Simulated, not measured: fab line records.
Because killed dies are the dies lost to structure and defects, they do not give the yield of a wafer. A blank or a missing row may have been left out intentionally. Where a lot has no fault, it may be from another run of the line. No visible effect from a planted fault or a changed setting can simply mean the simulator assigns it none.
Which tool did it?	flow sky130	12 lots with 36 wafers sampled at 5 steps, on a route of 708 steps

## WHAT THE GAUGES READ, wafer by wafer
SKY_LI_CONTACT_THK_MEAS_01. Usual: LI_CONTACT_HDPCVD_THK typically reads 935 nm, with standard deviation 11.
lot	measured	on	LI_CONTACT_HDPCVD_THK (nm)	flag
L627	day 28 14:31	filmMetro-03	930 937 928	
L628	day 29 07:08	filmMetro-02	934 932 938	
L630	day 29 13:10	filmMetro-04	931 934 933	
L632	day 30 07:01	filmMetro-03	927 922 933	
L633	day 30 14:31	filmMetro-03	930 946 942	
L634	day 31 02:53	filmMetro-02	939 940 940	
L637	day 32 07:01	filmMetro-03	923 942 935	
L640	day 32 17:08	filmMetro-04	939 1543 1534	OFF
L644	day 33 22:34	filmMetro-02	943 937 938	
L646	day 34 17:28	filmMetro-02	938 924 930	
L647	day 35 03:05	filmMetro-04	925 954 941	
L649	day 35 11:55	filmMetro-02	945 951 925	

SKY_LI_CONTACT_CD_MEAS_12: target cd 170 nm. Usual: cdNm 170.1 nm, standard deviation 1.4.
lot	measured	on	cdNm (nm)	flag
L627	day 29 18:23	cdSem-02	169.8 168.4 169.7	
L628	day 30 12:14	cdSem-02	171.2 170.5 168.3	
L630	day 30 17:52	cdSem-02	169.1 171.5 169.8	
L632	day 31 11:08	cdSem-01	169.6 169.8 169.2	
L633	day 31 18:49	cdSem-02	170.6 168.5 169.0	
L634	day 32 06:42	cdSem-01	170.0 170.4 170.7	
L637	day 33 10:50	cdSem-01	169.6 170.0 170.6	
L640	day 33 20:42	cdSem-02	172.0 172.5 171.6	
L644	day 35 02:08	cdSem-02	172.2 171.7 169.6	
L646	day 35 21:07	cdSem-02	168.6 169.0 168.8	
L647	day 36 06:25	cdSem-01	170.3 171.3 170.8	
L649	day 36 14:35	cdSem-02	170.2 170.2 169.0	

SKY_LI_CONTACT_RS_MEAS_22: uses a four-point probe to measure. Usual: LI_CONTACT_W_RS typically reads 0.284 ohm/sq, with standard deviation 0.0035.
lot	measured	on	LI_CONTACT_W_RS (ohm/sq)	flag
L627	day 29 19:14	filmMetro-04	0.287 0.279 0.284	
L628	day 30 13:05	filmMetro-04	0.282 0.282 0.285	
L630	day 30 18:42	filmMetro-04	0.279 0.283 0.285	
L632	day 31 11:59	filmMetro-02	0.285 0.283 0.285	
L633	day 31 19:39	filmMetro-04	0.290 0.287 0.286	
L634	day 32 07:32	filmMetro-03	0.288 0.278 0.286	
L637	day 33 11:41	filmMetro-03	0.288 0.286 0.285	
L640	day 33 21:32	filmMetro-03	0.287 0.293 0.293	
L644	day 35 03:02	filmMetro-03	0.276 0.279 0.281	
L646	day 35 21:57	filmMetro-03	0.282 0.282 0.279	
L647	day 36 07:15	filmMetro-03	0.281 0.276 0.280	
L649	day 36 15:26	filmMetro-04	0.283 0.280 0.285	

## TOOL THAT RAN EACH LOT (tool first, then ch and the chambers of the sampled wafers, then the start)
lot	SKY_LI_CONTACT_HDPCVD_00	SKY_LI_CONTACT_CMP_02
L627	hdpcvd-02 ch 1,2, day 28 14:25	cmp-01 ch 0,2, day 28 14:38
L628	hdpcvd-02 ch 0,2, day 29 06:59	cmp-01 ch 0,1,2, day 29 07:20
L630	hdpcvd-01 ch 0,2, day 29 13:04	cmp-02 ch 2,3, day 29 13:13
L632	hdpcvd-01 ch 0,1, day 30 06:55	cmp-02 ch 0,1, day 30 07:04
L633	hdpcvd-01 ch 0,1,2, day 30 14:25	cmp-02 ch 1,3, day 30 14:34
L634	hdpcvd-02 ch 0,1, day 31 02:46	cmp-01 ch 1,2,3, day 31 03:04
L637	hdpcvd-01 ch 1,2, day 32 06:55	cmp-02 ch 2,3, day 32 07:04
L640	hdpcvd-01 ch 0,1, day 32 17:01	cmp-01 ch 0,1,3, day 32 17:17
L644	hdpcvd-02 ch 0,1,2, day 33 22:28	cmp-01 ch 2,3, day 33 22:37
L646	hdpcvd-02 ch 0,1, day 34 17:22	cmp-01 ch 1,2,3, day 34 17:41
L647	hdpcvd-02 ch 0,2, day 35 02:58	cmp-02 ch 0,1,3, day 35 03:14
L649	hdpcvd-02 ch 0,1,2, day 35 11:49	cmp-02 ch 1,2, day 35 11:58
- SKY_LI_CONTACT_HDPCVD_00: deposits PSG, target thk 930 nm, time 155 s.
- SKY_LI_CONTACT_CMP_02: polishes PSG.

## WHAT THE TOOLS THEMSELVES READ (means of the sampled wafers that have a number; where no wafer has one, the mark that the record gives instead)
SKY_LI_CONTACT_HDPCVD_00. Usual: sih4FlowSccm 59.99 sccm, standard deviation 0.18.
lot	tool	sih4FlowSccm (sccm)	flag
L627	hdpcvd-02	60.14	
L628	hdpcvd-02	60.10	
L630	hdpcvd-01	60.09	
L632	hdpcvd-01	60.05	
L633	hdpcvd-01	60.14	
L634	hdpcvd-02	59.95	
L637	hdpcvd-01	60.18	
L640	hdpcvd-01	59.86	
L644	hdpcvd-02	59.90	
L646	hdpcvd-02	60.02	
L647	hdpcvd-02	60.21	
L649	hdpcvd-02	60.12	

SKY_LI_CONTACT_CMP_02. Usual: edgeZonePressureFrac 1.000, standard deviation 0.0056; motorCurrentA 12.7 A, standard deviation 1.1; timeToEndpointS 31 s, standard deviation 3.4.
lot	tool	edgeZonePressureFrac	motorCurrentA (A)	timeToEndpointS (s)	flag
L627	cmp-01	0.999	12.6	31	
L628	cmp-01	0.997	12.6	33	
L630	cmp-02	0.999	12.1	28	
L632	cmp-02	0.996	13.1	32	
L633	cmp-02	1.005	11.7	31	
L634	cmp-01	0.999	13.0	34	
L637	cmp-02	1.002	10.9	28	
L640	cmp-01	0.998	13.0	72	OFF
L644	cmp-01	0.999	12.6	33	
L646	cmp-01	1.000	13.2	31	
L647	cmp-02	0.992	12.5	32	
L649	cmp-02	1.003	12.8	31	

## THE ANSWER, worked out from the rows above alone
Rule: take the mean of a lot's wafers that have a number; if it is more than 3 standard deviations from the usual mean, the lot is off. Also off: a lot with no number at a reading for which 4 or more lots have one. Any other lot the step has rows for is counted as sound. Order of review: gauges by route order, followed by the tools' own readings, for which a lot's mean as printed above is used. The first step at which some lot is off is used, and at that step the reading that is off furthest; a lot without a number counts as furthest.
Off: L640, at SKY_LI_CONTACT_THK_MEAS_01 (LI_CONTACT_HDPCVD_THK).
A tool fits if, at a process step before that reading, it ran every lot that is off, and no sound lot after the first of them. The gauges at SKY_LI_CONTACT_THK_MEAS_01 aren't tried: what is off there is off at SKY_LI_CONTACT_CMP_02 too, on other tools, and a gauge's error can't cause that. One fits: SKY_LI_CONTACT_HDPCVD_00 on hdpcvd-01. A fault onset in the window from L637 (day 32 06:55, its last sound lot) to L640 (day 32 17:01, its first lot off) fits.

## WHAT THE SIMULATOR HAD INSERTED
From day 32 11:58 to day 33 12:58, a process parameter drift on hdpcvd-01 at SKY_LI_CONTACT_HDPCVD_00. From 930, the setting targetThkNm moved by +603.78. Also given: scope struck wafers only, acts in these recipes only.
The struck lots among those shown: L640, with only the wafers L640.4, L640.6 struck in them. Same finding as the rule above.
